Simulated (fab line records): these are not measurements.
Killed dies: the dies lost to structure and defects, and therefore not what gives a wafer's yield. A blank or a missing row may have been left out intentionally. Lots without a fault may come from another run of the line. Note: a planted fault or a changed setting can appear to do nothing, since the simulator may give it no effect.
Struck lot and sound lot, side by side :: flow sky130 :: 15 steps out of a route of 708
Sound: these wafers, L761.3, L761.5, L761.6. Wafers struck: L773.1, L773.2, L773.5. Last of all comes the cause.
Order at every step that has rows: each side's tool, ch and its chambers, its first start. Under that, the readings that differ: sound wafers :: struck wafers :: difference of the means :: sigmas: that difference in standard deviations of wafers without a fault.
alike: readings whose means differ by less than 2 such deviations, and words and numbers that are the same on both sides. not compared: withheld readings, readings that some wafer has no value for, bounds like >300 that may hide the same value, and numbers for which the record gives no deviation and whose values overlap.
A row with sigmas, a row that says differs or no value, or rows on one side alone: a step with any of these is where the two part. When numbers do not overlap yet have no deviation, they are printed without sigmas and do not part them. A reading missing from all wafers of one side parts the sides only when that side holds two or more wafers.

SKY_METAL1_SPUTTER_02: material AlCu, target thk 250 nm, time 13.3 s.
  struck on pvdSputter-02, day 36 01:04; sound on pvdSputter-03, day 31 20:18
  alike: cathodeDcPowerW, throttleValvePct
SKY_METAL1_SPUTTER_03: material Ti, target thk 5 nm, time 3.3 s.
  struck on pvdSputter-02, day 36 01:06; sound on pvdSputter-03, day 31 20:19
reading: cathodeDcPowerW (W)
sound: 2999.2 2999.2 2999.3
struck: 2999.9 3000.9 3000.2
difference: +1.1
sigmas: +2
  alike: throttleValvePct
SKY_METAL1_SPUTTER_04: material TiN, target thk 70 nm, time 58.3 s.
  struck on pvdSputter-02, day 36 01:07; sound on pvdSputter-03, day 31 20:20
  alike: cathodeDcPowerW, throttleValvePct
SKY_METAL1_RS_MEAS_05: the measuring method here is four-point-probe.
  struck on filmMetro-02, day 36 01:10; sound on filmMetro-02, day 31 20:26
  alike: METAL1_ALCU_RS
SKY_METAL1_THK_MEAS_06: measures by xrf.
  struck on filmMetro-02, day 36 01:17; sound on filmMetro-02, day 31 20:32
  alike: METAL1_ALCU_THK
then, 7 steps without rows for these wafers: SKY_METAL1_DEHYDRATE_07 (time 60 s); SKY_METAL1_HMDS_08 (prime time 60 s); SKY_METAL1_COAT_09 (resist thk 60 nm); SKY_METAL1_COAT_10 (resist thk 450 nm); SKY_METAL1_SOFTBAKE_11 (time 90 s); SKY_METAL1_EXPOSE_12 (exposes mask MM1, target cd 140 nm); SKY_METAL1_PEB_13.
SKY_METAL1_DEVELOP_14: develop time 60 s.
  sound on lithoTrack-01 ch 0, day 32 23:00; struck on lithoTrack-03 ch 0, day 37 03:00
reading: developerTempC (C)
sound: 20.94 20.86 20.97
struck: 21.42 21.49 21.50
difference: +0.55
sigmas: +6
SKY_METAL1_CD_MEAS_15: the cd target is 140 nm.
  struck on cdSem-02, day 37 03:23; sound on cdSem-02, day 32 23:47
  alike: cdNm
-- the record jumps here: 12 days lie between the struck wafers' starts before and after (it left off in module METAL1 and takes up again in module PAD_OPEN, whose first step shown is number 708 of the route) --
SKY_PAD_OPEN_PROBE_99:
  struck on prober-01, day 48 23:26; sound on prober-01, day 45 21:58
  alike: defectLimitedYield, killed_at_M0_to_M3, killed_at_M4_up, killedAtContacts, killedAtFrontEnd, killedAtOther, killedDies, killedOpen, killedShort, sort_bin_3_pad_short, sort_bin_5_function, sort_bin_6_memory, sortNPass, sortYieldPct

== WHERE THEY PART ==
First at SKY_METAL1_SPUTTER_03; last, within this record, at SKY_METAL1_DEVELOP_14. Later steps at which nothing parts them and some readings are alike: SKY_METAL1_CD_MEAS_15, SKY_PAD_OPEN_PROBE_99.

WHY: the cause the simulator had injected
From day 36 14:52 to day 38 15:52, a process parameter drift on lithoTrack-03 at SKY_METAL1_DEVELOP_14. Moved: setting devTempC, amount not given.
